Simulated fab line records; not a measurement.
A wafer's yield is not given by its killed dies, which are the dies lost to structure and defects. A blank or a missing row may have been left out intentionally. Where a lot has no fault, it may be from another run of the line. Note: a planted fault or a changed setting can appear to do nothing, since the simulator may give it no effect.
One fault seen from 2 desks | flow gf180mcu | numbers are kept per desk, each desk with only its own; the story behind them comes last

== AT THE METROLOGY DESK ==
What the gauges read, lot by lot, whatever tool the lot ran on: means of the sampled wafers that have a number. If a lot's mean is further than 4 standard deviations from the usual mean, the lot is out of limits and carries the mark OUT (the distance appears in the brackets).
Columns: A = DUAL_GATE_OXIDATION_00_THK at GF_DUAL_GATE_THK_MEAS_03, usual 10.87 nm; B = cdNm at GF_POLY_GATE_CD_MEAS_10, usual 280.2 nm; C = NSD_TW at GF_NSD_TW_MEAS_12, usual 4264; D = cdNm at GF_SAB_CD_MEAS_09, usual 420.0 nm
lot  | first seen here | A                | B     | C    | D
L954 | day 7 16:19     | 10.79            | 278.9 | 4295 | 419.1
L955 | day 7 20:54     | 10.90            | 279.7 | 4268 | 417.6
L957 | day 8 13:58     | 10.78            | 279.2 | 4275 | 418.2
L959 | day 9 00:21     | 10.03 (-5.2) OUT | 279.4 | 4271 | 420.0
L960 | day 9 12:11     | 10.14 (-4.5) OUT | 281.2 | 4260 | 419.1
L961 | day 10 00:32    | 10.79            | 280.9 | 4276 | 424.7
L969 | day 12 00:17    | 11.07            | 280.4 | 4271 | 420.1
L972 | day 12 15:38    | 10.70            | 279.9 | 4245 | 418.1
L973 | day 13 02:56    | 10.64            | 282.6 | 4280 | 418.2
L974 | day 13 12:33    | 11.18            | 280.1 | 4187 | 418.6
L975 | day 13 15:33    | 10.91            | 280.1 | 4285 | 420.2
L976 | day 13 20:13    | 10.96            | 278.8 | 4220 | 419.2
L977 | day 14 05:34    | 10.83            | 280.4 | 4277 | 421.4
Finding of this desk: L959, L960 out of limits, first seen on L959 at day 9 00:21 (DUAL_GATE_OXIDATION_00_THK at GF_DUAL_GATE_THK_MEAS_03). In limits: L954, L955, L957, L961, L969, L972, L973, L974, L975, L976, L977.

== AT THE TOOL OWNER'S DESK: furnace-02 ==
The tool's own readings at GF_DUAL_GATE_OXIDATION_02 (stabilise 600 s, purge 300 s, target thk 10.887 nm): means of the sampled wafers that have a number, for each lot that ran on this tool. If a lot's mean is further than 4 standard deviations from the usual mean, the lot is out of limits and carries the mark OUT (the distance appears in the brackets).
Columns: A = spikeTcCentreC at GF_DUAL_GATE_OXIDATION_02, usual 900.6 C; B = spikeTcLowerC at GF_DUAL_GATE_OXIDATION_02, usual 900.9 C; C = spikeTcTopC at GF_DUAL_GATE_OXIDATION_02, usual 911.1 C; D = spikeTcUpperC at GF_DUAL_GATE_OXIDATION_02, usual 897.6 C; E = tubeCenterTempC at GF_DUAL_GATE_OXIDATION_02, usual 900 C; F = tube_center_temp_C_max at GF_DUAL_GATE_OXIDATION_02, usual 902.3
lot  | first seen here | A                | B                | C     | D                | E             | F
L954 | day 7 14:52     | 900.9            | 899.8            | 908.5 | 896.5            | 900           | 902.7
L955 | day 7 19:27     | 901.0            | 900.0            | 909.0 | 896.6            | 900           | 902.2
L957 | day 8 12:31     | 901.2            | 901.4            | 910.3 | 896.7            | 900           | 902.5
L959 | day 8 22:54     | 892.8 (-6.5) OUT | 894.9 (-6.3) OUT | 902.4 | 890.2 (-4.6) OUT | 894 (-87) OUT | 895.8 (-17) OUT
L960 | day 9 10:44     | 895.4 (-4.4) OUT | 895.6 (-5.6) OUT | 902.6 | 890.6 (-4.4) OUT | 894 (-86) OUT | 896.0 (-16) OUT
L969 | day 11 22:48    | 901.4            | 901.2            | 909.8 | 896.8            | 900           | 902.4
L972 | day 12 14:11    | 900.4            | 900.8            | 909.4 | 897.1            | 900           | 902.4
L973 | day 13 01:30    | 902.5            | 899.9            | 908.9 | 896.7            | 900           | 902.3
L974 | day 13 11:05    | 901.2            | 900.5            | 909.4 | 896.8            | 900           | 902.5
L975 | day 13 14:05    | 900.7            | 900.9            | 909.3 | 896.3            | 900           | 902.1
Finding of this desk: L959, L960 out of limits; the first was L959 at day 8 22:54, on spikeTcCentreC at GF_DUAL_GATE_OXIDATION_02. In limits: L954, L955, L957, L969, L972, L973, L974, L975.

== BROUGHT TOGETHER ==
The tool owner's desk could have raised an alarm at day 8 22:54, on L959, L960.
The metrology desk could have raised an alarm at day 9 00:21, on L959, L960.
Of the lots named, all ran GF_DUAL_GATE_OXIDATION_02 on furnace-02.

== WHAT THE SIMULATOR HAD INSERTED ==
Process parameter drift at GF_DUAL_GATE_OXIDATION_02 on furnace-02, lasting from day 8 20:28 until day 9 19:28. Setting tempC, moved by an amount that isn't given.
Shown lots that were struck: L959, L960.
Time in hours from fault onset to the first out-of-limits reading at each desk: tool owner's desk 2, metrology desk 4.
